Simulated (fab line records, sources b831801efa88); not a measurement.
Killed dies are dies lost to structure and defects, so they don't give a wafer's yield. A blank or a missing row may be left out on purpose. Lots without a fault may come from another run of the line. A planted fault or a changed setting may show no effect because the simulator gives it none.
fab line records | flow sfq_line
record lots=6 wafers=18 last_day=81
route steps=325 shown I5@233 C5@240
lots that met no fault: from a run of the same line without faults
start_h: hours from the record's first day to the start of the lot's first wafer shown | wait_h: hours since the lot's step before | " the same as in the row above | L1.1+2: a row that stands for several wafers | - no value, or no start given | * or withheld: withheld | < > ~ a bound
route shown NAME@n: a module of which the file shows steps, and the number in the route of the first | usual: mean/standard deviation of fault-free wafers | same: alike in all rows | chamber/n: place in a boat | sites: the reading at each site | _std_site: their standard deviation | _edge_site: outer sites' mean less inner sites' | radius_mm: how far each site lies from the wafer's centre | mask NAME#n: copy n | behind: the tool/chamber that last shaped the wafer | hold: why the lot was held/for how many hours/how that ended | device: the transistor (n, p or np) that didn't switch | end of line: the same wafers' tests at the end of the route | a step without rows: its recipe alone | killed: dies lost to structure and defects at the first sort, not the wafer's yield | map: a wafer's dies, x killed, . not, _ none there
set.NAME: the setting as run; set.NAME@STEP: as run at that earlier step | model.NAME: the simulator's own value behind a step, which no gauge read
lots at some steps of the route; a table a step, a row a wafer
services: from which hour (start_h, from the record's first day; less than 0 if before it) a tool's chamber was out of use, for how many hours, and why
## steps
# step SFQ_TRILAYER_I5_LITHO_PEB_147
# recipe peb_temp_c=115 peb_time_s=60 resist=KrF
# step SFQ_TRILAYER_I5_LITHO_DEVELOP_146
# recipe time_s=60 resist=KrF
# step SFQ_I5_OVL_MEAS_936
# usual I5_OVL=-2/5.2
# columns lot.wafer tool chamber start_h wait_h I5_OVL[nm]
L305.1 overlay-02 - 1325.14 0.1 -6
L305.3 " - " " -3
L305.4 " - " " -2
L314.2 overlay-02 - 1481.55 0.1 2
L314.3 " - " " 4
L314.5 " - " " 6
L320.1 overlay-02 - 1706.99 0.1 -5
L320.4 " - " " -7
L320.6 " - " " -2
L321.1 overlay-01 - 1748.14 0.1 9
L321.2 " - " " 4
L321.6 " - " " 0
L322.1 overlay-02 - 1750.54 0.1 -8
L322.2 " - " " -2
L322.4 " - " " -4
L323.1 overlay-01 - 1752.94 0.1 -11
L323.4 " - " " 0
L323.5 " - " " -8
# step SFQ_TRILAYER_I5_BARC_OPEN_VIA_ETCH_200
# recipe mask_material=PR chemistry=O2 target_depth_nm=125 target=BARC source_w=500 bias_w=80 pressure_mtorr=30 time_s=41.7
# usual chamber_pressure_mTorr=30.002/0.025 drypump_motor_current_A=5.6/0.55 oes_product_au=0.685/0.0048
# columns lot.wafer tool chamber start_h wait_h chamber_pressure_mTorr drypump_motor_current_A oes_product_au rf_hours_counter_h
L305.1 rie_diel-01 0 1325.17 0.0 30.041 4.8 0.682 14
L305.3 " 3 " " 29.998 4.8 0.682 5
L305.4 " 2 " " 30.049 5.5 0.683 10
L314.2 rie_diel-02 3 1481.58 0.0 29.996 5.4 0.687 20
L314.3 " 1 " " 30.001 6.4 0.692 10
L314.5 " 0 " " 30.029 5.9 0.680 -
L320.1 rie_diel-04 2 1707.02 0.0 30.008 5.5 0.679 20
L320.4 " 3 " " 30.041 6.4 0.679 15
L320.6 " 3 " " 30.017 6.5 0.684 -
L321.1 rie_diel-02 2 1748.17 0.0 29.954 5.5 0.689 18
L321.2 " 3 " " 30.003 5.4 0.677 1
L321.6 " 2 " " 29.985 5.5 0.687 -
L322.1 rie_diel-04 1 1750.57 0.0 30.015 5.3 0.677 20
L322.2 " 0 " " 29.991 6.2 0.691 0
L322.4 " 0 " " 29.971 6.2 0.682 -
L323.1 rie_diel-01 1 1752.97 0.0 30.019 5.9 0.688 18
L323.4 " 3 " " 30.043 4.8 0.685 11
L323.5 " 3 " " 30.028 4.8 0.694 -
# step SFQ_TRILAYER_I5_ETCH_VIA_ETCH_147
# recipe stop_on=Nb mask_material=PR chemistry=CHF3 target_depth_nm=360 source_w=500 bias_w=80 pressure_mtorr=30 time_s=withheld
# usual chamber_pressure_mTorr=30.004/0.028 drypump_motor_current_A=5.6/0.54 oes_product_au=0.989/0.0064
# columns lot.wafer tool chamber start_h wait_h chamber_pressure_mTorr drypump_motor_current_A oes_product_au
L305.1 rie_diel-01 0 1325.21 0.0 29.966 4.8 0.989
L305.3 " 3 " " 29.985 4.8 0.988
L305.4 " 2 " " 29.941 5.6 0.988
L314.2 rie_diel-02 3 1481.62 0.0 29.981 5.4 0.987
L314.3 " 1 " " 29.991 6.4 0.985
L314.5 " 0 " " 30.024 5.9 0.983
L320.1 rie_diel-04 2 1707.06 0.0 30.034 5.5 0.998
L320.4 " 3 " " 30.027 6.4 0.997
L320.6 " 3 " " 30.038 6.4 0.993
L321.1 rie_diel-02 2 1748.21 0.0 30.017 5.5 0.987
L321.2 " 3 " " 30.011 5.4 0.988
L321.6 " 2 " " 30.000 5.5 0.987
L322.1 rie_diel-04 1 1750.61 0.0 29.980 5.3 0.983
L322.2 " 0 " " 30.030 6.2 0.980
L322.4 " 0 " " 30.004 6.2 0.986
L323.1 rie_diel-01 1 1753.01 0.0 29.991 5.9 0.987
L323.4 " 3 " " 30.020 4.8 0.996
L323.5 " 3 " " 30.006 4.8 0.994
# step SFQ_TRILAYER_I5_STRIP_STRIP_148
# recipe gas=O2 power_w=200 platen_temp_c=40 overash_fraction=0.65 chemistry=O2 pressure_mtorr=50
# usual chamber_pressure_mTorr=50.00/0.043 drypump_motor_current_A=5.74/0.27 oes_product_au=1.005/0.0077
# columns lot.wafer tool chamber start_h wait_h chamber_pressure_mTorr drypump_motor_current_A oes_product_au rf_hours_counter_h
L305.1 rie_metal-01 0 1325.36 - 49.99 5.71 1.004 45
L305.3 " 1 " " 50.03 5.76 0.999 -
L305.4 " 0 " " 49.96 5.70 1.006 -
L314.2 rie_metal-04 1 1481.97 - 50.00 5.82 0.999 -
L314.3 " 1 " " 50.04 5.84 0.997 -
L314.5 " 1 " " 50.04 5.82 1.002 -
L320.1 rie_metal-01 0 1707.21 - 49.95 5.70 1.004 98
L320.4 " 0 " " 50.00 5.70 1.003 -
L320.6 " 0 " " 50.03 5.71 1.017 -
L321.1 rie_metal-04 0 1748.36 - 50.01 5.29 1.011 29
L321.2 " 1 " " 50.03 5.82 1.008 92
L321.6 " 1 " " 50.01 5.86 1.006 -
L322.1 rie_metal-01 0 1750.76 - 49.98 5.70 1.014 104
L322.2 " 1 " " 49.96 5.82 1.001 76
L322.4 " 1 " " 50.06 5.85 0.991 -
L323.1 rie_metal-01 0 1753.16 - 50.00 5.68 1.000 105
L323.4 " 1 " " 50.01 5.82 0.988 -
L323.5 " 1 " " 50.04 5.80 0.987 -
# step SFQ_TRILAYER_I5_STRIP_SOLV_CLEAN_149
# recipe chemistry=NMP temp_c=70 time_s=600
# step SFQ_TRILAYER_C5_LITHO_COAT_156
# recipe resist=BARC spin_rpm=3000 resist_thk_nm=62
# step SFQ_TRILAYER_C5_LITHO_COAT_151
# recipe resist=KrF spin_rpm=3000 resist_thk_nm=650
# step SFQ_TRILAYER_C5_LITHO_SOFTBAKE_155
# recipe temp_c=withheld time_s=withheld resist=KrF
# step SFQ_TRILAYER_C5_LITHO_EXPOSE_152
# recipe mask_id=C5 na=0.6 source_shape=conventional sigma_outer=0.65 target_cd_nm=500 dose_mj=21.3
# step SFQ_TRILAYER_C5_LITHO_PEB_154
# recipe peb_temp_c=115 peb_time_s=60 resist=KrF
# step SFQ_TRILAYER_C5_LITHO_DEVELOP_153
# recipe time_s=60 resist=KrF
# usual chill_plate_temp_C=22.99/0.11 exhaust_pa=45.1/0.85
# columns lot.wafer tool chamber start_h wait_h chill_plate_temp_C exhaust_pa model.KrF_of_TRILAYER_C5_LITHO_COAT_151.thk_nm
L305.1 litho_track-01 0 1346.36 0.1 22.82 44.8 624.6
L305.3 " 0 " " 22.88 44.3 625.1
L305.4 " 0 " " 22.95 44.3 626.2
L314.2 litho_track-04 0 1590.80 0.1 22.89 46.6 625.1
L314.3 " 0 " " 22.78 45.1 626.2
L314.5 " 0 " " 23.11 46.3 626.7
L320.1 litho_track-01 - 1711.86 0.1 - - 649.8
L320.4 " - " " - - 648.3
L320.6 " - " " - - 650.4
L321.1 litho_track-04 - 1751.57 0.1 - - 652.6
L321.2 " - " " - - 652.7
L321.6 " - " " - - 651.3
L322.1 litho_track-03 0 1754.15 0.1 22.88 43.6 624.2
L322.2 " 0 " " 22.86 45.2 624.2
L322.4 " 0 " " 23.02 46.2 624.5
L323.1 litho_track-03 0 1756.71 0.1 23.15 44.5 625.1
L323.4 " 0 " " 22.97 44.2 626.4
L323.5 " 0 " " 23.07 44.3 626.5
# step SFQ_C5_OVL_MEAS_937
# usual C5_OVL=-3/5.4
# columns lot.wafer tool chamber start_h wait_h C5_OVL[nm]
L305.1 overlay-02 - 1346.51 0.1 2
L305.3 " - " " 2
L305.4 " - " " 2
L314.2 overlay-01 - 1590.93 0.1 3
L314.3 " - " " -3
L314.5 " - " " -2
L320.1 overlay-02 - 1712.01 0.1 -
L320.4 " - " " -
L320.6 " - " " -
L321.1 overlay-01 - 1751.72 0.1 -
L321.2 " - " " -
L321.6 " - " " -
L322.1 overlay-02 - 1754.30 0.1 -6
L322.2 " - " " 0
L322.4 " - " " 8
L323.1 overlay-02 - 1756.86 0.1 5
L323.4 " - " " 10
L323.5 " - " " 3
## services
# columns tool chamber start_h hours kind
rie_diel-01 1 1342.99 5.4 repair
rie_diel-04 2 1349.47 11.6 repair
rie_diel-04 1 1397.51 2.5 repair
rie_metal-01 - 1399.62 1.2 repair
rie_diel-02 0 1422.31 1.7 repair
rie_diel-01 3 1429.54 10.8 repair
rie_metal-01 1 1433.67 11.6 repair
rie_diel-04 - 1443.60 0.5 repair
rie_metal-01 1 1448.75 8.4 repair
rie_diel-02 2 1487.40 10.3 repair
rie_diel-01 - 1546.56 2.8 pm
rie_diel-04 3 1575.08 4.5 repair
rie_diel-01 1 1596.74 4.4 repair
rie_diel-01 2 1600.44 3.6 repair
rie_diel-04 0 1602.45 2.3 repair
rie_diel-04 0 1607.89 8.3 repair
rie_metal-01 - 1611.24 4.3 pm
rie_diel-02 0 1654.53 3.7 repair
rie_diel-04 2 1659.02 4.1 repair
rie_diel-04 1 1680.03 8.5 repair
rie_metal-01 1 1688.84 26.0 repair
rie_diel-02 2 1689.63 1.3 repair
rie_diel-04 - 1691.08 14.6 pm
rie_diel-04 2 1748.07 7.7 repair
## key
first_sign step=SFQ_TRILAYER_C5_LITHO_DEVELOP_153 reading=tool_record direction=missing
effect none on later readings
model_effect step=SFQ_TRILAYER_C5_LITHO_DEVELOP_153 value=KrF_of_TRILAYER_C5_LITHO_COAT_151.thk_nm without=625.5 struck=650.8
met_at SFQ_TRILAYER_C5_LITHO_DEVELOP_153
struck_wafers L320.1,L320.4,L320.6,L321.1,L321.2,L321.6
onset_between 1590.80 1711.86
fault kind=skipped_step_whole tool=litho_track-01,litho_track-04 chamber=- onset_h=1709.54 steps=SFQ_TRILAYER_C5_LITHO_DEVELOP_153 scope=struck_lots_only
